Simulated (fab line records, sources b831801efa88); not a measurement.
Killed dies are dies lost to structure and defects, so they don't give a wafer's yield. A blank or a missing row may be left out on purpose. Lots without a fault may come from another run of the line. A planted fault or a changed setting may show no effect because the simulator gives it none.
fab line records | flow sfq_line
record lots=6 wafers=18 last_day=93
route steps=325 shown I3@137 M4@148 I4@163 JJ@178 M8@325
lots that met no fault: from a run of the same line without faults
start_h: hours from the record's first day to the start of the lot's first wafer shown | wait_h: hours since the lot's step before | " the same as in the row above | L1.1+2: a row that stands for several wafers | - no value, or no start given | * or withheld: withheld | < > ~ a bound
route shown NAME@n: a module of which the file shows steps, and the number in the route of the first | usual: mean/standard deviation of fault-free wafers | same: alike in all rows | chamber/n: place in a boat | sites: the reading at each site | _std_site: their standard deviation | _edge_site: outer sites' mean less inner sites' | radius_mm: how far each site lies from the wafer's centre | mask NAME#n: copy n | behind: the tool/chamber that last shaped the wafer | hold: why the lot was held/for how many hours/how that ended | device: the transistor (n, p or np) that didn't switch | end of line: the same wafers' tests at the end of the route | a step without rows: its recipe alone | killed: dies lost to structure and defects at the first sort, not the wafer's yield | map: a wafer's dies, x killed, . not, _ none there
set.NAME: the setting as run; set.NAME@STEP: as run at that earlier step | model.NAME: the simulator's own value behind a step, which no gauge read
lots at some steps of the route; a table a step, a row a wafer
services: from which hour (start_h, from the record's first day; less than 0 if before it) a tool's chamber was out of use, for how many hours, and why
## steps
# step SFQ_TRILAYER_I3_VIA_LITHO_COAT_090
# recipe resist=BARC spin_rpm=3000 resist_thk_nm=62
# step SFQ_TRILAYER_I3_VIA_LITHO_COAT_085
# recipe resist=KrF spin_rpm=3000 resist_thk_nm=650
# step SFQ_TRILAYER_I3_VIA_LITHO_SOFTBAKE_089
# recipe temp_c=withheld time_s=withheld resist=KrF
# step SFQ_TRILAYER_I3_VIA_LITHO_EXPOSE_086
# recipe mask_id=I3 na=0.6 source_shape=conventional sigma_outer=0.65 target_cd_nm=500 dose_mj=21.3
# step SFQ_TRILAYER_I3_VIA_LITHO_PEB_088
# recipe peb_temp_c=115 peb_time_s=60 resist=KrF
# step SFQ_TRILAYER_I3_VIA_LITHO_DEVELOP_087
# recipe time_s=60 resist=KrF
# step SFQ_I3_OVL_MEAS_923
# usual I3_OVL=-2/5.6
# columns lot.wafer tool chamber start_h wait_h I3_OVL[nm]
L469.1 overlay-01 - 961.40 0.1 2
L469.4 " - " " 4
L469.5 " - " " 0
L478.1 overlay-01 - 1176.23 0.1 -7
L478.2 " - " " 2
L478.6 " - " " -1
L480.3 overlay-01 - 1184.46 0.1 4
L480.5 " - " " 2
L480.6 " - " " 6
L484.1 overlay-02 - 1320.78 0.1 -13
L484.2 " - " " -15
L484.3 " - " " -9
L487.1 overlay-02 - 1326.78 0.1 -5
L487.3 " - " " -7
L487.6 " - " " -7
L490.2 overlay-02 - 1332.91 0.1 0
L490.5 " - " " -2
L490.6 " - " " -4
# step SFQ_TRILAYER_I3_VIA_BARC_OPEN_VIA_ETCH_121
# recipe mask_material=PR chemistry=O2 target_depth_nm=125 target=BARC source_w=500 bias_w=80 pressure_mtorr=30 time_s=41.7
# step SFQ_TRILAYER_I3_VIA_ETCH_VIA_ETCH_088
# recipe target=SiO2 stop_on=Nb mask_material=PR taper_deg=20 chemistry=CHF3 target_depth_nm=260 source_w=500 bias_w=80 pressure_mtorr=30 time_s=withheld
# step SFQ_TRILAYER_I3_VIA_STRIP_STRIP_089
# recipe gas=O2 power_w=200 platen_temp_c=40 overash_fraction=0.65 chemistry=O2 pressure_mtorr=50
# usual drypump_motor_current_A=6.1/0.39 he_backside_leak_sccm=3.6/0.33 oes_product_au=1.001/0.0069
# columns lot.wafer tool chamber start_h wait_h drypump_motor_current_A he_backside_leak_sccm oes_product_au rf_hours_counter_h
L469.1 rie_metal-02 1 961.59 - 6.8 3.7 1.007 112
L469.4 " 1 " " 6.8 3.7 1.006 -
L469.5 " 1 " " 6.8 3.7 0.998 -
L478.1 rie_metal-04 0 1176.42 - 5.6 3.4 1.004 91
L478.2 " 1 " " 6.2 3.6 1.000 51
L478.6 " 1 " " 6.3 3.7 0.996 -
L480.3 rie_metal-02 0 1184.83 - 6.4 3.7 1.006 -
L480.5 " 0 " " 6.4 3.7 0.993 -
L480.6 " 1 " " 6.8 4.4 1.004 -
L484.1 rie_metal-04 1 1320.96 - 6.3 3.5 1.003 76
L484.2 " 0 " " 5.7 3.3 1.007 116
L484.3 " 0 " " 5.7 3.6 0.989 -
L487.1 rie_metal-01 1 1326.96 - 5.9 3.5 0.995 103
L487.3 " 0 " " 5.8 3.5 0.995 -
L487.6 " 1 " " 5.9 3.6 0.992 -
L490.2 rie_metal-01 1 1333.09 - 5.9 3.5 0.999 104
L490.5 " 0 " " 5.8 3.4 0.992 -
L490.6 " 1 " " 5.9 3.7 0.997 -
# step SFQ_TRILAYER_I3_VIA_STRIP_SOLV_CLEAN_090
# recipe chemistry=NMP temp_c=70 time_s=600
# step SFQ_TRILAYER_M4_DEP_PRE_CLEAN_092
# recipe gas=Ar time_s=22.5 bias_v=250
# step SFQ_TRILAYER_M4_DEP_SPUTTER_091
# recipe material=Nb base_pressure_pa=1.33e-06 chamber_pressure_pa=0.1333 substrate_temp_c=20 resputter_cathode_voltage_v=400 target_thk_nm=200 power_w=2000 time_s=133.3
# usual throttle_valve_pct=30.0/0.82
# columns lot.wafer tool chamber start_h wait_h throttle_valve_pct model.Nb_of_TRILAYER_M4_DEP_SPUTTER_091.thk_nm
L469.1 pvd_sputter-04 - 962.41 0.0 31.2 197.7
L469.4 " - " " 30.2 197.9
L469.5 " - " " 29.2 196.4
L478.1 pvd_sputter-05 - 1177.22 0.0 30.3 208.4
L478.2 " - " " 31.0 200.8
L478.6 " - " " 30.0 208.1
L480.3 pvd_sputter-05 - 1185.44 0.0 30.2 205.2
L480.5 " - " " 31.1 201.3
L480.6 " - " " 30.5 206.2
L484.1 pvd_sputter-04 - 1321.77 0.0 29.3 196.1
L484.2 " - " " 28.7 197.2
L484.3 " - " " 31.4 198
L487.1 pvd_sputter-06 - 1327.77 0.0 29.9 201.1
L487.3 " - " " 29.9 199.3
L487.6 " - " " 28.3 202
L490.2 pvd_sputter-05 - 1333.89 0.0 30.7 202
L490.5 " - " " 30.5 205.1
L490.6 " - " " 31.1 202.8
# step SFQ_M4_RS_MEAS_924
# recipe thk_meas_gauge=four-point-probe reads=Nb_of_TRILAYER_M4_DEP_SPUTTER_091
# usual M4_NB_RS=0.893/0.01
# columns lot.wafer tool chamber start_h wait_h M4_NB_RS[ohm/sq]
L469.1 film_metro-01 - 962.50 0.0 0.899
L469.4 " - " " 0.899
L469.5 " - " " 0.907
L478.1 film_metro-03 - 1177.31 0.0 0.853
L478.2 " - " " 0.887
L478.6 " - " " 0.854
L480.3 film_metro-02 - 1185.57 0.1 0.866
L480.5 " - " " 0.882
L480.6 " - " " 0.863
L484.1 film_metro-02 - 1321.86 0.0 0.907
L484.2 " - " " 0.903
L484.3 " - " " 0.898
L487.1 film_metro-02 - 1327.86 0.0 0.886
L487.3 " - " " 0.895
L487.6 " - " " 0.881
L490.2 film_metro-02 - 1334.00 0.1 0.882
L490.5 " - " " 0.865
L490.6 " - " " 0.878
# step SFQ_TRILAYER_M4_LITHO_COAT_098
# recipe resist=BARC spin_rpm=3000 resist_thk_nm=62
# step SFQ_TRILAYER_M4_LITHO_COAT_093
# recipe resist=KrF spin_rpm=3000 resist_thk_nm=600
# step SFQ_TRILAYER_M4_LITHO_SOFTBAKE_097
# recipe temp_c=withheld time_s=withheld resist=KrF
# step SFQ_TRILAYER_M4_LITHO_EXPOSE_094
# recipe mask_id=M4 na=0.6 source_shape=conventional sigma_outer=0.65 target_cd_nm=500 dose_mj=14.4
# step SFQ_TRILAYER_M4_LITHO_PEB_096
# recipe peb_temp_c=115 peb_time_s=60 resist=KrF
# step SFQ_TRILAYER_M4_LITHO_DEVELOP_095
# recipe time_s=60 resist=KrF
# step SFQ_M4_OVL_MEAS_926
# usual M4_OVL=-1/4.2
# columns lot.wafer tool chamber start_h wait_h M4_OVL[nm]
L469.1 overlay-02 - 1101.37 0.1 0
L469.4 " - " " -7
L469.5 " - " " -11
L478.1 overlay-01 - 1309.98 0.1 -9
L478.2 " - " " -1
L478.6 " - " " 2
L480.3 overlay-01 - 1316.33 0.1 -1
L480.5 " - " " 0
L480.6 " - " " -4
L484.1 overlay-01 - 1329.30 0.1 1
L484.2 " - " " -2
L484.3 " - " " -1
L487.1 overlay-01 - 1442.06 0.1 2
L487.3 " - " " 2
L487.6 " - " " 1
L490.2 overlay-02 - 1449.26 0.1 -2
L490.5 " - " " -4
L490.6 " - " " 0
# step SFQ_TRILAYER_M4_BARC_OPEN_METAL_ETCH_123
# recipe mask_material=PR chemistry=O2 target_depth_nm=125 target=BARC icp_w=600 bias_w=80 pressure_mtorr=10 time_s=41.7
# usual drypump_motor_current_A=6.1/0.47 he_backside_leak_sccm=3.5/0.38 oes_product_au=0.685/0.0049
# columns lot.wafer tool chamber start_h wait_h drypump_motor_current_A he_backside_leak_sccm oes_product_au rf_hours_counter_h
L469.1 rie_metal-02 1 1101.41 0.0 6.8 3.5 0.682 0
L469.4 " 1 " " 6.8 3.4 0.690 -
L469.5 " 0 " " 6.4 3.7 0.685 -
L478.1 rie_metal-02 0 1310.01 0.0 6.4 3.7 0.691 113
L478.2 " 1 " " 6.8 3.5 0.677 31
L478.6 " 0 " " 6.4 3.8 0.686 -
L480.3 rie_metal-02 1 1316.38 0.0 6.8 3.5 0.679 -
L480.5 " 1 " " 6.8 3.5 0.688 -
L480.6 " 0 " " 6.4 3.7 0.690 -
L484.1 rie_metal-02 0 1329.34 0.0 6.4 3.8 0.692 118
L484.2 " 1 " " 6.8 3.5 0.692 36
L484.3 " 0 " " 6.4 3.8 0.684 -
L487.1 rie_metal-04 0 1442.09 0.0 5.7 3.4 0.681 2
L487.3 " 0 " " 5.7 3.5 0.676 -
L487.6 " 1 " " 6.3 3.6 0.679 -
L490.2 rie_metal-03 0 1449.29 0.0 5.5 3.5 0.687 92
L490.5 " 0 " " 5.4 3.4 0.686 -
L490.6 " 1 " " 6.3 3.6 0.675 -
# step SFQ_TRILAYER_M4_ETCH_METAL_ETCH_096
# recipe target=Nb stop_on=SiO2 mask_material=PR chemistry=Cl2/Ar target_depth_nm=240 icp_w=600 bias_w=80 pressure_mtorr=10 time_s=120
# usual drypump_motor_current_A=6.1/0.46 he_backside_leak_sccm=3.43/0.26 oes_product_au=0.893/0.0079
# columns lot.wafer tool chamber start_h wait_h drypump_motor_current_A he_backside_leak_sccm oes_product_au rf_hours_counter_h model.etch.depth_nm model.M4.feature_depth_nm
L469.1 rie_metal-02 1 1101.47 0.0 6.8 3.37 0.889 0 197.7 197.7
L469.4 " 1 " " 6.8 3.47 0.887 - 197.9 197.9
L469.5 " 0 " " 6.4 3.54 0.877 - 196.4 196.4
L478.1 rie_metal-02 0 1310.07 0.0 6.4 3.74 0.917 113 208.4 208.4
L478.2 " 1 " " 6.8 3.58 0.911 31 200.8 200.8
L478.6 " 0 " " 6.4 3.55 0.922 - 208.1 208.1
L480.3 rie_metal-02 1 1316.46 0.1 6.8 3.44 0.908 - 205.2 205.2
L480.5 " 1 " " 6.8 3.47 0.890 - 201.3 201.3
L480.6 " 0 " " 6.4 3.54 0.905 - 206.2 206.2
L484.1 rie_metal-02 0 1329.40 0.0 6.4 3.63 0.887 118 196.1 196.1
L484.2 " 1 " " 6.8 3.57 0.890 36 197.2 197.2
L484.3 " 0 " " 6.4 3.58 0.882 - 198 198
L487.1 rie_metal-04 0 1442.15 0.0 5.7 3.26 0.896 2 201.1 201.1
L487.3 " 0 " " 5.7 3.32 0.897 - 199.3 199.3
L487.6 " 1 " " 6.3 3.49 0.904 - 202 202
L490.2 rie_metal-03 0 1449.35 0.0 5.4 3.16 0.901 92 202 202
L490.5 " 0 " " 5.5 3.33 0.907 - 205.1 205.1
L490.6 " 1 " " 6.3 3.40 0.902 - 202.8 202.8
# step SFQ_TRILAYER_M4_STRIP_STRIP_097
# recipe gas=O2 power_w=200 platen_temp_c=40 overash_fraction=0.65 chemistry=O2 pressure_mtorr=50
# usual drypump_motor_current_A=6.1/0.46 he_backside_leak_sccm=3.5/0.34 oes_product_au=0.999/0.0079
# columns lot.wafer tool chamber start_h wait_h drypump_motor_current_A he_backside_leak_sccm oes_product_au rf_hours_counter_h
L469.1 rie_metal-02 1 1101.59 0.1 6.8 3.5 0.992 1
L469.4 " 1 " " 6.8 3.5 0.996 -
L469.5 " 0 " " 6.4 3.5 0.987 -
L478.1 rie_metal-02 0 1310.20 0.1 6.4 3.7 1.000 113
L478.2 " 1 " " 6.8 3.5 1.005 31
L478.6 " 0 " " 6.4 3.6 0.997 -
L480.3 rie_metal-02 1 1316.74 0.2 6.8 3.5 1.004 -
L480.5 " 1 " " 6.8 3.4 1.014 -
L480.6 " 0 " " 6.4 3.7 1.009 -
L484.1 rie_metal-02 0 1329.52 0.1 6.4 3.6 0.999 119
L484.2 " 1 " " 6.8 3.7 1.002 36
L484.3 " 0 " " 6.4 3.5 0.993 -
L487.1 rie_metal-04 0 1442.28 0.1 5.7 3.3 0.994 2
L487.3 " 0 " " 5.7 3.3 1.003 -
L487.6 " 1 " " 6.2 3.6 0.997 -
L490.2 rie_metal-03 0 1449.48 0.1 5.5 3.6 0.994 92
L490.5 " 0 " " 5.4 5.0 0.983 -
L490.6 " 1 " " 6.3 3.2 0.988 -
# step SFQ_TRILAYER_M4_STRIP_SOLV_CLEAN_098
# recipe chemistry=NMP temp_c=70 time_s=600
# step SFQ_TRILAYER_I4_DEP_PECVD_099
# recipe material=SiO2 temp_c=150 time_s=111.11 pressure_torr=2.4 rf_w=183.3 precursor=SiH4/N2O target_thk_nm=500
# step SFQ_TRILAYER_I4_CMP_CMP_100
# recipe material=SiO2 down_force_psi=3 platen_rpm=60 pad_velocity_m_s=0.94248
# step SFQ_I4_BOW_MEAS_927
# recipe mode=bow
# usual I4_BOW=4/10
# columns lot.wafer tool chamber start_h wait_h I4_BOW[um]
L469.1 film_metro-04 - 1105.48 2.0 1
L469.4 " - " " 17
L469.5 " - " " 15
L478.1 film_metro-04 - 1325.95 1.0 6
L478.2 " - " " 28
L478.6 " - " " 12
L480.3 film_metro-02 - 1332.41 2.0 2
L480.5 " - " " 2
L480.6 " - " " -10
L484.1 film_metro-02 - 1343.95 1.5 -6
L484.2 " - " " 4
L484.3 " - " " 3
L487.1 film_metro-03 - 1447.80 2.5 5
L487.3 " - " " 13
L487.6 " - " " 26
L490.2 film_metro-03 - 1458.22 1.5 5
L490.5 " - " " 20
L490.6 " - " " 9
# step SFQ_TRILAYER_I4_METRO_MEASURE_101
# usual thk_nm=200.2/0.9
# columns lot.wafer tool chamber start_h wait_h thk_nm
L469.1 film_metro-04 - 1105.60 0.1 200.0
L469.4 " - " " 200.6
L469.5 " - " " 200.2
L478.1 film_metro-04 - 1326.07 0.1 200.8
L478.2 " - " " 199.4
L478.6 " - " " 200.5
L480.3 film_metro-02 - 1332.89 0.5 199.4
L480.5 " - " " 199.7
L480.6 " - " " 200.1
L484.1 film_metro-02 - 1344.07 0.1 199.6
L484.2 " - " " 202.7
L484.3 " - " " 201.0
L487.1 film_metro-03 - 1447.92 0.1 199.9
L487.3 " - " " 199.0
L487.6 " - " " 199.8
L490.2 film_metro-03 - 1458.52 0.3 200.5
L490.5 " - " " 199.5
L490.6 " - " " 199.3
# step SFQ_TRILAYER_I4_VIA_LITHO_COAT_108
# recipe resist=BARC spin_rpm=3000 resist_thk_nm=62
# step SFQ_TRILAYER_I4_VIA_LITHO_COAT_103
# recipe resist=KrF spin_rpm=3000 resist_thk_nm=650
# step SFQ_TRILAYER_I4_VIA_LITHO_SOFTBAKE_107
# recipe temp_c=withheld time_s=withheld resist=KrF
# step SFQ_TRILAYER_I4_VIA_LITHO_EXPOSE_104
# recipe mask_id=I4 na=0.6 source_shape=conventional sigma_outer=0.65 target_cd_nm=700 dose_mj=21.3
# step SFQ_TRILAYER_I4_VIA_LITHO_PEB_106
# recipe peb_temp_c=115 peb_time_s=60 resist=KrF
# step SFQ_TRILAYER_I4_VIA_LITHO_DEVELOP_105
# recipe time_s=60 resist=KrF
# step SFQ_I4_OVL_MEAS_928
# usual I4_OVL=-2/5.2
# columns lot.wafer tool chamber start_h wait_h I4_OVL[nm]
L469.1 overlay-02 - 1109.05 0.1 -1
L469.4 " - " " 0
L469.5 " - " " -6
L478.1 overlay-01 - 1335.28 0.1 -2
L478.2 " - " " -5
L478.6 " - " " -6
L480.3 overlay-02 - 1341.24 0.1 0
L480.5 " - " " 5
L480.6 " - " " 0
L484.1 overlay-02 - 1373.38 0.1 -6
L484.2 " - " " -5
L484.3 " - " " -6
L487.1 overlay-02 - 1451.37 0.1 -5
L487.3 " - " " -12
L487.6 " - " " -10
L490.2 overlay-01 - 1465.82 0.1 13
L490.5 " - " " 12
L490.6 " - " " 12
# step SFQ_TRILAYER_I4_VIA_BARC_OPEN_VIA_ETCH_146
# recipe mask_material=PR chemistry=O2 target_depth_nm=125 target=BARC source_w=500 bias_w=80 pressure_mtorr=30 time_s=41.7
# step SFQ_TRILAYER_I4_VIA_ETCH_VIA_ETCH_106
# recipe target=SiO2 stop_on=Nb mask_material=PR taper_deg=20 chemistry=CHF3 target_depth_nm=260 source_w=500 bias_w=80 pressure_mtorr=30 time_s=withheld
# step SFQ_TRILAYER_I4_VIA_STRIP_STRIP_107
# recipe gas=O2 power_w=200 platen_temp_c=40 overash_fraction=0.65 chemistry=O2 pressure_mtorr=50
# usual drypump_motor_current_A=6.1/0.47 he_backside_leak_sccm=3.4/0.35 oes_product_au=0.999/0.009
# columns lot.wafer tool chamber start_h wait_h drypump_motor_current_A he_backside_leak_sccm oes_product_au rf_hours_counter_h
L469.1 rie_metal-02 0 1109.24 - 6.4 3.7 0.984 84
L469.4 " 1 " " 6.8 3.5 1.009 -
L469.5 " 0 " " 6.4 3.5 0.996 -
L478.1 rie_metal-02 1 1335.46 - 6.8 3.6 1.011 37
L478.2 " 0 " " 6.4 3.7 1.000 119
L478.6 " 0 " " 6.4 3.7 0.995 -
L480.3 rie_metal-02 0 1341.62 - 6.4 3.6 0.997 -
L480.5 " 0 " " 6.4 3.8 0.993 -
L480.6 " 1 " " 6.8 3.5 1.006 -
L484.1 rie_metal-03 1 1373.57 - 6.3 3.1 0.994 42
L484.2 " 0 " " 5.5 3.2 0.999 81
L484.3 " 0 " " 5.4 3.1 0.988 -
L487.1 rie_metal-02 1 1451.56 - 6.8 3.5 1.009 49
L487.3 " 1 " " 6.8 3.5 1.009 -
L487.6 " 1 " " 6.9 3.4 1.007 -
L490.2 rie_metal-03 0 1466.00 - 5.4 3.5 1.007 95
L490.5 " 0 " " 5.4 3.1 0.990 -
L490.6 " 1 " " 6.3 2.9 0.996 -
# step SFQ_TRILAYER_I4_VIA_STRIP_SOLV_CLEAN_108
# recipe chemistry=NMP temp_c=70 time_s=600
# step SFQ_TRILAYER_JJ_TRILAYER_DEP_PRE_CLEAN_113
# recipe gas=Ar time_s=22.5 bias_v=250
# step SFQ_M8_BOW_MEAS_951
# recipe mode=bow
# usual M8_BOW=8/12
# columns lot.wafer tool chamber start_h wait_h M8_BOW[um] model.etest.m4.ohm_um model.etest.i3.link_ohm model.etest.m4.ohm_sq model.etest.i4.link_ohm
L469.1 film_metro-02 - 2091.83 0.0 8 1.798 1.979 0.9007 2.177
L469.4 " - " " 22 1.804 1.977 0.9 2.175
L469.5 " - " " 23 1.817 1.981 0.9066 2.171
L478.1 film_metro-03 - 2146.19 0.0 20 1.709 1.919 0.8544 2.147
L478.2 " - " " 42 1.782 1.958 0.8868 2.188
L478.6 " - " " 25 1.712 1.926 0.8556 2.156
L480.3 film_metro-03 - 2154.65 0.0 -3 1.737 1.94 0.8677 2.15
L480.5 " - " " -3 1.768 1.957 0.8844 2.166
L480.6 " - " " -16 1.729 1.938 0.8636 2.152
L484.1 film_metro-04 - 2172.77 0.0 -2 1.832 1.988 0.9081 2.177
L484.2 " - " " 7 1.815 1.974 0.9029 2.178
L484.3 " - " " 6 1.806 1.973 0.8991 2.163
L487.1 film_metro-02 - 2211.79 0.0 9 1.767 1.967 0.8853 2.185
L487.3 " - " " 16 1.782 1.988 0.8933 2.177
L487.6 " - " " 28 1.761 1.973 0.8813 2.168
L490.2 film_metro-02 - 2223.81 0.0 16 1.762 1.967 0.8813 2.173
L490.5 " - " " 31 1.744 1.948 0.868 2.158
L490.6 " - " " 21 1.757 1.973 0.8779 2.174
## services
# columns tool chamber start_h hours kind
film_metro-03 - 945.83 0.9 pm
rie_metal-04 0 954.06 2.3 repair
pvd_sputter-04 - 954.27 3.7 repair
pvd_sputter-05 - 960.11 7.6 repair
rie_metal-03 - 979.56 0.2 repair
rie_metal-02 0 1011.28 3.5 repair
rie_metal-02 1 1026.60 1.2 repair
pvd_sputter-05 - 1079.82 2.5 repair
rie_metal-02 - 1091.66 0.7 repair
rie_metal-04 - 1114.09 28.1 pm
rie_metal-03 0 1154.76 14.4 repair
pvd_sputter-05 - 1190.22 0.9 repair
rie_metal-02 - 1190.82 2.8 pm
rie_metal-03 1 1192.11 18.5 repair
pvd_sputter-05 - 1204.44 2.1 repair
rie_metal-02 - 1207.42 6.1 repair
rie_metal-02 - 1228.90 0.5 repair
rie_metal-03 - 1232.35 14.6 pm
rie_metal-04 - 1265.17 2.8 pm
rie_metal-04 - 1275.22 0.6 repair
rie_metal-03 - 1345.24 10.6 repair
rie_metal-02 - 1421.68 28.1 pm
rie_metal-04 1 1436.73 1.3 repair
rie_metal-02 - 1457.38 5.9 repair
## key
first_sign step=SFQ_M4_RS_MEAS_924 reading=M4_NB_RS direction=down sigmas=3.3 usual=0.893 struck=0.859
effect step=SFQ_TRILAYER_M4_ETCH_METAL_ETCH_096 reading=oes_product_au direction=up sigmas=2.5 usual=0.893 struck=0.913
model_effect step=SFQ_TRILAYER_M4_DEP_SPUTTER_091 value=Nb_of_TRILAYER_M4_DEP_SPUTTER_091.thk_nm without=200.1 struck=207
model_effect step=SFQ_TRILAYER_M4_ETCH_METAL_ETCH_096 value=etch.depth_nm without=200.1 struck=207
model_effect step=SFQ_M8_BOW_MEAS_951 value=etest.m4.ohm_um without=1.781 struck=1.721
met_at SFQ_TRILAYER_M4_DEP_SPUTTER_091
struck_wafers L478.1,L478.6,L480.3,L480.6
earlier_fault kind=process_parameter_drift tool=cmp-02 chamber=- onset_h=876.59 steps=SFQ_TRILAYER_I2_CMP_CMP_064 channel=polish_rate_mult offset=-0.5 shape=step end_h=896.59 scope=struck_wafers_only
fault kind=process_parameter_drift tool=pvd_sputter-05 chamber=- onset_h=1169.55 steps=SFQ_TRILAYER_M4_DEP_SPUTTER_091 channel=time_s offset=* shape=step end_h=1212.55 scope=struck_wafers_only acts_in=* stated=*
